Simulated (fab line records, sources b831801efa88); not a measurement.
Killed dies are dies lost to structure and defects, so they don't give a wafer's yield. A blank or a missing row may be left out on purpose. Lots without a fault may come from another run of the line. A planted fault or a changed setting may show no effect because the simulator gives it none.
Which tool did it? | flow sky130 | 12 lots, 36 wafers sampled, at 2 steps of a route of 708

WHAT THE GAUGES READ, wafer by wafer
SKY_CONTACT_THK_MEAS_26: measures by xrf.
lot  | measured     | on            | CONTACT_W_THK (nm)
L075 | day 32 00:52 | film_metro-04 | 347 347 354
L077 | day 32 12:33 | film_metro-04 | 348 350 351
L079 | day 33 07:44 | film_metro-03 | 343 341 339
L081 | day 33 20:34 | film_metro-01 | 352 354 350
L083 | day 34 09:57 | film_metro-04 | 347 345 352
L087 | day 35 22:49 | film_metro-03 | 343 346 346
L085 | day 36 01:02 | film_metro-03 | 342 344 344
L089 | day 36 15:48 | film_metro-04 | 352 352 351
L091 | day 37 06:34 | film_metro-01 | 349 351 348
L092 | day 37 12:21 | film_metro-01 | 350 348 351
L095 | day 38 07:52 | film_metro-03 | 344 340 341
L097 | day 38 18:05 | film_metro-01 | 343 347 344

WHICH TOOL RAN EACH LOT (tool, then ch and the chambers of the sampled wafers, then the start)
lot  | SKY_POLY_GATE_ETCH_15
L075 | rie_diel-03 ch 0,2, day 16 23:16
L077 | rie_diel-03 ch 0,1,3, day 17 08:19
L079 | rie_diel-03 ch 2,3, day 18 08:34
L081 | rie_diel-03 ch 0,1,3, day 18 20:49
L083 | rie_diel-01 ch 1,2,3, day 19 14:37
L087 | rie_diel-03 ch 1,3, day 21 07:49
L085 | rie_diel-01 ch 2,3, day 21 07:58
L089 | rie_diel-04 ch 0,1, day 22 00:52
L091 | rie_diel-01 ch 2,3, day 22 17:01
L092 | rie_diel-03 ch 0,2, day 23 02:28
L095 | rie_diel-03 ch 1,2, day 24 07:52
L097 | rie_diel-01 ch 0,1, day 24 15:58
- SKY_POLY_GATE_ETCH_15: etches BARC in N2/H2, stops on SiO2, time 118.5 s, target depth 110 nm.

THE ANSWER, worked out from the rows above alone
Rule: what is usual is taken from the lots themselves. Put in order of their means at a reading, lots are off if they are a third of the lots or fewer, leave a main group of 4 or more, and stand apart from it by a gap of 3 or more times the standard deviation of the main group's means; of several such gaps the widest counts. A main group whose means are all the same, to the digits that the tables above print for the reading, isn't used. A lot without any number at a reading at which 4 lots or more have one is off too. The other lots that the step has rows for count as sound.
No lot is off at any reading shown: from this, nothing can be told.

WHAT THE SIMULATOR HAD PUT IN
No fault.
